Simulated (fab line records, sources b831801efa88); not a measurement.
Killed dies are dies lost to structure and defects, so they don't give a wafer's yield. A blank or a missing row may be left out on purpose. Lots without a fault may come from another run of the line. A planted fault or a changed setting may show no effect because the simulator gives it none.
Which tool did it? | flow gf180mcu | 12 lots, 36 wafers sampled, at 1 step of a route of 602

WHAT THE GAUGES READ, wafer by wafer
GF_VT_IMPLANT_TW_MEAS_21.
lot  | measured     | on            | VT_IMPLANT_2_TW
L075 | day 6 12:47  | film_metro-04 | 1224 1227 1227
L077 | day 7 02:17  | film_metro-03 | 1209 1202 1207
L079 | day 7 13:58  | film_metro-04 | 1229 1230 1224
L081 | day 8 02:11  | film_metro-02 | 1210 1219 1213
L083 | day 8 17:28  | film_metro-03 | 1203 1201 1204
L085 | day 9 05:08  | film_metro-02 | 1223 1225 1222
L087 | day 9 17:22  | film_metro-03 | 1202 1201 1202
L089 | day 10 04:20 | film_metro-04 | 1231 1234 1231
L091 | day 10 19:02 | film_metro-03 | 1206 1206 1203
L093 | day 11 06:05 | film_metro-04 | 1222 1229 1227
L095 | day 11 20:34 | film_metro-02 | 1220 1216 1223
L097 | day 12 10:59 | film_metro-04 | 1236 1229 1231

WHICH TOOL RAN EACH LOT (tool, then ch and the chambers of the sampled wafers, then the start)
The record holds no process step before these readings.

THE ANSWER, worked out from the rows above alone
Rule: what is usual is taken from the lots themselves. Put in order of their means at a reading, lots are off if they are a third of the lots or fewer, leave a main group of 4 or more, and stand apart from it by a gap of 3 or more times the standard deviation of the main group's means; of several such gaps the widest counts. A main group whose means are all the same, to the digits that the tables above print for the reading, isn't used. A lot without any number at a reading at which 4 lots or more have one is off too. The other lots that the step has rows for count as sound.
No lot is off at any reading shown: from this, nothing can be told.

WHAT THE SIMULATOR HAD PUT IN
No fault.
